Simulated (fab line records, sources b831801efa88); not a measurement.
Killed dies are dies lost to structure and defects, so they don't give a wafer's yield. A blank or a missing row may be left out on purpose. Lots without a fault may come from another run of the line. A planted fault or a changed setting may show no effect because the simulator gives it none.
Which tool did it? | flow sky130 | 12 lots, 35 wafers sampled, at 6 steps of a route of 708

WHAT THE GAUGES READ, wafer by wafer
SKY_FIELD_ISO_BOW_MEAS_00.
lot  | measured    | on            | INCOMING_BOW (um)
L453 | day 1 10:02 | film_metro-01 | 3 -7 1
L454 | day 1 15:00 | film_metro-02 | -6 2 -1
L455 | day 1 20:00 | film_metro-01 | -3 -5 -3
L456 | day 2 01:00 | film_metro-03 | 6 -7 -7
L459 | day 2 16:00 | film_metro-03 | 8 8 2
L460 | day 2 21:01 | film_metro-02 | -2 1
L468 | day 4 13:00 | film_metro-02 | 3 2 -4
L470 | day 4 23:00 | film_metro-01 | 1 -2 2
L471 | day 5 04:00 | film_metro-02 | 1 -12 -8
L472 | day 5 09:00 | film_metro-03 | 8 8 9
L473 | day 5 14:01 | film_metro-03 | 5 1 -10
L474 | day 5 19:00 | film_metro-03 | -2 8 -13

SKY_PWDE_TW_MEAS_10.
lot  | measured    | on            | PWDE_TW
L453 | day 3 20:05 | film_metro-01 | 375.4 375.2 374.6
L454 | day 4 00:55 | film_metro-02 | 377.0 378.3 378.3
L455 | day 4 05:15 | film_metro-02 | 377.0 375.1 375.5
L456 | day 4 12:24 | film_metro-01 | 422.0 375.6 376.6
L459 | day 5 04:43 | film_metro-04 | 423.8 379.9 379.3
L460 | day 5 08:52 | film_metro-01 | 420.2 376.6
L468 | day 7 07:58 | film_metro-04 | 380.5 381.3 381.9
L470 | day 7 16:40 | film_metro-04 | 381.0 381.1 380.6
L471 | day 7 21:25 | film_metro-02 | 378.2 381.1 378.2
L472 | day 8 02:15 | film_metro-04 | 379.1 379.3 379.1
L473 | day 8 12:13 | film_metro-04 | 381.1 380.7 380.4
L474 | day 8 16:22 | film_metro-01 | 375.3 376.1 376.3

SKY_NWELL_RS_MEAS_31: measures by four-point-probe.
lot  | measured     | on            | PWDE_RS (ohm/sq)
L453 | day 5 06:20  | film_metro-04 | 5246 5254 5262
L454 | day 5 12:12  | film_metro-04 | 5238 5270 5292
L455 | day 5 15:43  | film_metro-04 | 5272 5250 5273
L456 | day 6 00:19  | film_metro-04 | 3995 5265 5280
L459 | day 6 19:14  | film_metro-02 | 4005 5287 5285
L460 | day 6 23:17  | film_metro-04 | 3987 5269
L468 | day 8 23:40  | film_metro-02 | 5273 5286 5288
L470 | day 9 09:49  | film_metro-02 | 5264 5261 5259
L471 | day 9 14:10  | film_metro-04 | 5257 5262 5257
L472 | day 9 19:34  | film_metro-01 | 5310 5309 5292
L473 | day 10 06:08 | film_metro-04 | 5259 5259 5264
L474 | day 10 10:15 | film_metro-02 | 5270 5276 5293

WHICH TOOL RAN EACH LOT (tool, then ch and the chambers of the sampled wafers, then the start)
lot  | SKY_FIELD_ISO_ETCH_14             | SKY_DNWELL_STRIP_08                 | SKY_PWDE_IMPLANT_08
L453 | rie_diel-03 ch 1,3, day 2 04:39   | plasma_asher-04 ch 0,1, day 3 03:07 | implanter-01 ch 0, day 3 19:52
L454 | rie_diel-03 ch 0,1,3, day 2 10:01 | plasma_asher-02 ch 0,1, day 3 07:28 | implanter-04 ch 0, day 4 00:40
L455 | rie_diel-03 ch 0,1,3, day 2 13:18 | plasma_asher-04 ch 0,1, day 3 12:10 | implanter-01 ch 0, day 4 05:00
L456 | rie_diel-03 ch 2,3, day 2 21:10   | plasma_asher-02 ch 0,1, day 3 19:35 | implanter-01 ch 0, day 4 12:09
L459 | rie_diel-04 ch 2,3, day 3 12:38   | plasma_asher-02 ch 0,1, day 4 11:36 | implanter-01 ch 0, day 5 04:28
L460 | rie_diel-04 ch 0,3, day 3 16:50   | plasma_asher-03 ch 1, day 4 16:36   | implanter-01 ch 0, day 5 08:38
L468 | rie_diel-03 ch 0,2,3, day 5 11:28 | plasma_asher-03 ch 0,1, day 6 12:34 | implanter-04 ch 0, day 7 07:43
L470 | rie_diel-01 ch 0,2,3, day 5 19:58 | plasma_asher-04 ch 0,1, day 6 21:26 | implanter-01 ch 0, day 7 16:25
L471 | rie_diel-03 ch 1,3, day 6 02:02   | plasma_asher-04 ch 0,1, day 7 02:29 | implanter-04 ch 0, day 7 21:10
L472 | rie_diel-01 ch 0,2,3, day 6 06:30 | plasma_asher-03 ch 0,1, day 7 07:12 | implanter-04 ch 0, day 8 02:00
L473 | rie_diel-01 ch 1,3, day 6 14:25   | plasma_asher-02 ch 0,1, day 7 16:25 | implanter-01 ch 0, day 8 11:59
L474 | rie_diel-04 ch 0,1,2, day 6 18:51 | plasma_asher-02 ch 0,1, day 7 20:09 | implanter-04 ch 0, day 8 16:07
- SKY_FIELD_ISO_ETCH_14: etches BARC in N2/H2, stops on SiO2, time 45.9 s, target depth 60 nm.
- SKY_DNWELL_STRIP_08: strips in O2/N2.
- SKY_PWDE_IMPLANT_08

WHAT THE TOOLS THEMSELVES READ (means of the sampled wafers that have a number; where no wafer has one, the mark that the record gives instead)
SKY_FIELD_ISO_ETCH_14.
lot  | tool        | drypump_motor_current_A (A) | oes_product_au (a.u.) | throttle_valve_pct (%)
L453 | rie_diel-03 | 5.6                         | 0.854                 | 13.223
L454 | rie_diel-03 | 5.8                         | 0.859                 | 13.217
L455 | rie_diel-03 | 5.8                         | 0.856                 | 13.220
L456 | rie_diel-03 | 6.0                         | 0.852                 | 13.236
L459 | rie_diel-04 | 5.8                         | 0.853                 | 13.226
L460 | rie_diel-04 | 5.7                         | 0.859                 | 13.230
L468 | rie_diel-03 | 5.9                         | 0.857                 | 13.220
L470 | rie_diel-01 | 5.8                         | 0.857                 | 13.226
L471 | rie_diel-03 | 5.6                         | 0.850                 | 13.228
L472 | rie_diel-01 | 5.9                         | 0.860                 | 13.221
L473 | rie_diel-01 | 5.9                         | 0.856                 | 13.232
L474 | rie_diel-04 | 6.0                         | 0.852                 | 13.225

SKY_DNWELL_STRIP_08.
lot  | tool            | drypump_motor_current_A (A) | oes_product_au (a.u.) | strip_time_to_endpoint_s (s)
L453 | plasma_asher-04 | 5.5                         | 0.721                 | 36.85
L454 | plasma_asher-02 | 5.7                         | 0.722                 | 36.93
L455 | plasma_asher-04 | 5.8                         | 0.719                 | 36.91
L456 | plasma_asher-02 | 5.7                         | 0.717                 | 36.93
L459 | plasma_asher-02 | 5.7                         | 0.718                 | 36.80
L460 | plasma_asher-03 | 5.7                         | 0.718                 | 36.83
L468 | plasma_asher-03 | 5.7                         | 0.725                 | 37.00
L470 | plasma_asher-04 | 5.5                         | 0.718                 | 36.87
L471 | plasma_asher-04 | 5.5                         | 0.727                 | 36.93
L472 | plasma_asher-03 | 5.8                         | 0.724                 | 36.75
L473 | plasma_asher-02 | 5.9                         | 0.725                 | 36.82
L474 | plasma_asher-02 | 5.7                         | 0.725                 | 36.93

SKY_PWDE_IMPLANT_08.
lot  | tool         | beam_on_s (s) | faraday_current_uA
L453 | implanter-01 | 9.95          | 20.3
L454 | implanter-04 | 9.98          | 20.4
L455 | implanter-01 | 9.86          | 20.6
L456 | implanter-01 | 11.31         | 18.4
L459 | implanter-01 | 11.82         | 17.7
L460 | implanter-01 | 12.12         | 17.4
L468 | implanter-04 | 10.17         | 19.9
L470 | implanter-01 | 10.00         | 20.3
L471 | implanter-04 | 10.12         | 20.1
L472 | implanter-04 | 10.00         | 20.4
L473 | implanter-01 | 10.09         | 20.1
L474 | implanter-04 | 9.93          | 20.4

THE ANSWER, worked out from the rows above alone
Rule: what is usual is taken from the lots themselves. Put in order of their means at a reading, lots are off if they are a third of the lots or fewer, leave a main group of 4 or more, and stand apart from it by a gap of 3 or more times the standard deviation of the main group's means; of several such gaps the widest counts. A main group whose means are all the same, to the digits that the tables above print for the reading, isn't used. A lot without any number at a reading at which 4 lots or more have one is off too. The other lots that the step has rows for count as sound. The gauges are gone through in route order, then the tools' own readings, and for those a lot's mean is taken as printed above. The first step at which some lot is off is used, and at that step the reading that is off furthest; a lot without a number counts as furthest.
Off: L456, L459, L460, at SKY_PWDE_TW_MEAS_10 (PWDE_TW). The main group: mean 378.4, standard deviation 2.2.
A tool fits if, at a process step before that reading, it ran every lot that is off, and no sound lot after the first of them. The gauges at SKY_PWDE_TW_MEAS_10 aren't tried: what is off there is off at SKY_PWDE_IMPLANT_08 too, on other tools, and a gauge's error can't cause that. None of those tried fits.

WHAT THE SIMULATOR HAD PUT IN
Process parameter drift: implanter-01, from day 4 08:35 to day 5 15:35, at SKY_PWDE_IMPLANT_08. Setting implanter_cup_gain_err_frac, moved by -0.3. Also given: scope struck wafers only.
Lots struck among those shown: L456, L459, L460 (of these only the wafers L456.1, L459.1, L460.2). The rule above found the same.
